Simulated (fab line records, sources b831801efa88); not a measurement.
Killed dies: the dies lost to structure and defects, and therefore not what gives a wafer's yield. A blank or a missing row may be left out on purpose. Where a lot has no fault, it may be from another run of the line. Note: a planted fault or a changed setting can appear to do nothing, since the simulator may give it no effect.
The tool behind it: which one? -- flow gf180mcu -- 33 wafers from 11 lots sampled at 3 of the route's 602 steps

== WHAT EACH GAUGE READ, for each wafer ==
GF_NWELL_OVL_MEAS_07. Usual: NWELL_OVL typically reads 1.6 nm, with standard deviation 1.4.
lot,measured,on,NWELL_OVL (nm),flag
L360,day 3 09:06,overlay-01,1.3 2.8 0.1,
L361,day 3 12:46,overlay-02,0.8 0.4 1.2,
L363,day 3 23:04,overlay-02,3.0 1.8 1.7,
L364,day 4 04:17,overlay-02,-0.7 0.3 1.1,
L366,day 4 14:45,overlay-02,2.1 1.9 2.6,
L373,day 6 08:11,overlay-01,3.3 2.9 2.7,
L374,day 6 12:24,overlay-01,2.5 1.4 1.6,
L378,day 7 09:52,overlay-01,1.7 2.2 1.0,
L380,day 7 20:50,overlay-01,3.9 4.9 5.1,
L381,day 8 02:25,overlay-01,-0.1 -0.2 0.3,
L383,day 8 15:03,overlay-01,1.6 2.8 1.0,

GF_HV_LDD_THK_MEAS_57. Usual: HV_LDD_CVD_56_THK typically reads 89.5 nm, with standard deviation 0.67.
lot,measured,on,HV_LDD_CVD_56_THK (nm),flag
L360,day 12 13:30,filmMetro-03,89.7 88.9 89.3,
L361,day 12 19:44,filmMetro-04,89.7 90.1 90.1,
L363,day 13 06:52,filmMetro-03,90.3 89.3 89.4,
L364,day 13 19:16,filmMetro-01,90.2 88.3 89.4,
L366,day 14 09:22,filmMetro-04,89.8 89.8 89.0,
L373,day 16 22:26,filmMetro-01,96.4 96.4 96.2,OFF
L374,day 17 02:37,filmMetro-01,97.3 97.1 97.7,OFF
L378,day 18 11:23,filmMetro-03,89.5 88.7 89.6,
L380,day 19 02:03,filmMetro-01,90.0 90.7 89.5,
L381,day 19 08:34,filmMetro-04,90.1 90.0 90.6,
L383,day 20 07:18,filmMetro-04,90.2 90.0 90.0,

== WHAT TOOL EACH LOT RAN ON (gives the tool, then ch and the chambers of the sampled wafers, and finally the start) ==
lot,GF_HV_LDD_CVD_56
L360,"lpcvd-02 ch 0, day 12 12:04"
L361,"lpcvd-01 ch 1, day 12 18:17"
L363,"lpcvd-02 ch 1, day 13 05:25"
L364,"lpcvd-02 ch 0, day 13 16:03"
L366,"lpcvd-01 ch 1, day 14 07:55"
L373,"lpcvd-02 ch 0, day 16 21:01"
L374,"lpcvd-02 ch 1, day 17 01:11"
L378,"lpcvd-01 ch 1, day 18 09:13"
L380,"lpcvd-01 ch 0, day 19 00:37"
L381,"lpcvd-01 ch 0, day 19 07:06"
L383,"lpcvd-02 ch 0, day 20 05:52"
- GF_HV_LDD_CVD_56: deposits Si3N4 from DCS/NH3, target thk 90 nm, time 1543 s.

== WHAT THE TOOLS THEMSELVES READ (means of the sampled wafers that have a number; where no wafer has one, the mark that the record gives instead) ==
GF_HV_LDD_CVD_56. Usual: spikeTcCentreC 770.2 C, standard deviation 1.6; spikeTcTopC 781.1 C, standard deviation 2.1; zonePowerCentrePct 12.7 %, standard deviation 0.9.
lot,tool,spikeTcCentreC (C),spikeTcTopC (C),zonePowerCentrePct (%),flag
L360,lpcvd-02,767.7,778.7,13.7,
L361,lpcvd-01,771.3,780.6,11.6,
L363,lpcvd-02,770.6,783.9,11.9,
L364,lpcvd-02,768.6,779.6,13.6,
L366,lpcvd-01,772.3,780.1,11.7,
L373,lpcvd-02,768.5,779.2,13.7,
L374,lpcvd-02,771.5,784.8,11.8,
L378,lpcvd-01,772.9,778.6,11.7,
L380,lpcvd-01,769.3,782.5,13.2,
L381,lpcvd-01,769.8,783.2,13.0,
L383,lpcvd-02,768.3,779.2,13.7,

== THE ANSWER, worked out from the rows above alone ==
Rule: a lot is off if the mean of its wafers that have a number lies more than 3 standard deviations from the usual mean. Also off: a lot with no number at a reading for which 4 or more lots have one. Any other lot the step has rows for is counted as sound. First the gauges in route order, then the tools' own readings, where a lot's mean is used as printed above. At the first step where some lot is off, the reading lying furthest off is the one used; lots without a number count as furthest.
Off: L373, L374, seen at GF_HV_LDD_THK_MEAS_57 (HV_LDD_CVD_56_THK).
A tool fits if, at a process step before that reading, it ran every lot that is off, and no sound lot after the first of them. Those tools and the gauges at GF_HV_LDD_THK_MEAS_57 are tried in the same way. Of those tried, none fits.

== WHAT THE SIMULATOR PUT IN ==
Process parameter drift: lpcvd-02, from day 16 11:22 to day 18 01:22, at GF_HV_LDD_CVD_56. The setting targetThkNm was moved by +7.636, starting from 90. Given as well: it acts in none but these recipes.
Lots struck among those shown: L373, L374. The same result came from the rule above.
